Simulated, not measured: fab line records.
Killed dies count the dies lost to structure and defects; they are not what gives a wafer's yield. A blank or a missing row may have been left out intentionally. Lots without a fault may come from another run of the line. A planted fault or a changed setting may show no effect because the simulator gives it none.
Which of the tools did it? | flow sky130 | Sampling: 15 lots, 45 wafers, 3 of 708 route steps

== WHAT EACH GAUGE READ, for each wafer ==
SKY_VIA2_RS_MEAS_22: uses a four-point probe to measure. Usual: VIA2_W_RS typically reads 0.273 ohm/sq, with standard deviation 0.0037.
lot  | measured     | on            | VIA2_W_RS (ohm/sq) | flag
L887 | day 37 03:53 | film metro-03 | 0.275 0.276 0.274  |
L889 | day 37 11:36 | film metro-03 | 0.277 0.272 0.275  |
L890 | day 38 00:13 | film metro-04 | 0.265 0.271 0.269  |
L893 | day 38 13:55 | film metro-04 | 0.279 0.274 0.278  |
L894 | day 38 21:34 | film metro-03 | 0.275 0.274 0.281  |
L895 | day 39 08:23 | film metro-04 | 0.275 0.272 0.271  |
L896 | day 39 10:13 | film metro-02 | 0.274 0.274 0.275  |
L900 | day 40 17:52 | film metro-04 | 0.273 0.270 0.275  |
L901 | day 40 20:49 | film metro-04 | 0.268 0.269 0.268  |
L902 | day 41 03:49 | film metro-03 | 0.275 0.273 0.271  |
L903 | day 41 06:12 | film metro-03 | 0.263 0.272 0.267  |
L904 | day 41 10:17 | film metro-03 | 0.274 0.275 0.271  |
L905 | day 41 16:18 | film metro-04 | 0.270 0.268 0.266  |
L906 | day 42 02:25 | film metro-04 | 0.275 0.270 0.278  |
L907 | day 42 07:52 | film metro-03 | 0.275 0.277 0.276  |

SKY_CAPM_OVL_MEAS_12. Usual: CAPM_OVL typically reads 0.2 nm, with standard deviation 1.3.
lot  | measured     | on         | CAPM_OVL (nm)  | flag
L887 | day 38 06:45 | overlay-01 | -0.8 0.2 1.2   |
L889 | day 38 13:09 | overlay-02 | 0.1 0.4 -2.3   |
L890 | day 39 02:02 | overlay-01 | -1.7 -0.4 -1.3 |
L893 | day 39 15:07 | overlay-02 | 1.7 2.7 2.0    |
L894 | day 39 21:54 | overlay-01 | -0.4 1.5 0.4   |
L895 | day 40 09:23 | overlay-01 | -0.3 -1.8 1.0  |
L896 | day 40 11:24 | overlay-01 | 0.8 0.8 -0.3   |
L900 | day 41 17:58 | overlay-01 | 1.5 -1.1 -2.9  |
L901 | day 41 20:49 | overlay-02 | 0.6 0.6 -1.2   |
L902 | day 42 04:17 | overlay-02 | -0.4 0.3 -0.6  |
L903 | day 42 06:03 | overlay-02 | -1.8 -1.5 -1.9 |
L904 | day 42 10:34 | overlay-01 | 0.6 1.1 2.1    |
L905 | day 42 16:34 | overlay-02 | -0.4 -1.8 1.1  |
L906 | day 43 01:51 | overlay-02 | 0.2 2.6 1.8    |
L907 | day 43 08:27 | overlay-02 | 1.3 2.5 0.7    |

SKY_METAL4_OVL_MEAS_14. Usual: METAL4_OVL typically reads -1 nm, with standard deviation 6.
lot  | measured     | on         | METAL4_OVL (nm) | flag
L887 | day 42 13:05 | overlay-02 | -4 0 6          |
L889 | day 42 17:04 | overlay-02 | -6 -14 -8       |
L890 | day 43 05:44 | overlay-01 | 7 -8 6          |
L893 | day 43 18:18 | overlay-01 | 4 -1 2          |
L894 | day 44 01:15 | overlay-01 | 2 3 -6          |
L895 | day 44 12:16 | overlay-02 | 1 4 4           |
L896 | day 44 12:52 | overlay-02 | 12 6 11         |
L900 | day 45 18:50 | overlay-02 | -7 -1 1         |
L901 | day 45 19:32 | overlay-02 | 4 7 6           |
L902 | day 46 03:53 | overlay-02 | -8 -3 2         |
L903 | day 46 06:07 | overlay-01 | 8 14 2          |
L904 | day 46 11:52 | overlay-02 | -3 8 5          |
L905 | day 46 16:27 | overlay-02 | 4 -4 0          |
L906 | day 46 22:02 | overlay-01 | -6 -10 1        |
L907 | day 47 04:52 | overlay-02 | -4 -14 -3       |

== WHICH TOOL RAN EACH LOT (tool, then ch and the chambers of the sampled wafers, then the start) ==
No process step before these readings appears in the record.

== AS READ BY THE TOOLS THEMSELVES (means over the sampled wafers that have a number; for cases with no such wafer, the mark the record gives instead) ==
The record holds no such reading with a usual standard deviation.

== THE ANSWER, worked out from the rows above alone ==
Rule: a lot counts as off when the mean over its wafers that have a number is more than 3 standard deviations away from the usual mean. A lot without any number at a reading at which 4 lots or more have one is off too. Where the step has rows for the other lots, those lots are counted as sound. After the gauges, taken in route order, come the tools' own readings; for these a lot's mean is taken, as printed above. At the first step where some lot is off, the reading lying furthest off is the one used; lots without a number count as furthest.
Nothing can be told from this: no lot is off at any reading shown.

== WHAT HAD BEEN PUT IN BY THE SIMULATOR ==
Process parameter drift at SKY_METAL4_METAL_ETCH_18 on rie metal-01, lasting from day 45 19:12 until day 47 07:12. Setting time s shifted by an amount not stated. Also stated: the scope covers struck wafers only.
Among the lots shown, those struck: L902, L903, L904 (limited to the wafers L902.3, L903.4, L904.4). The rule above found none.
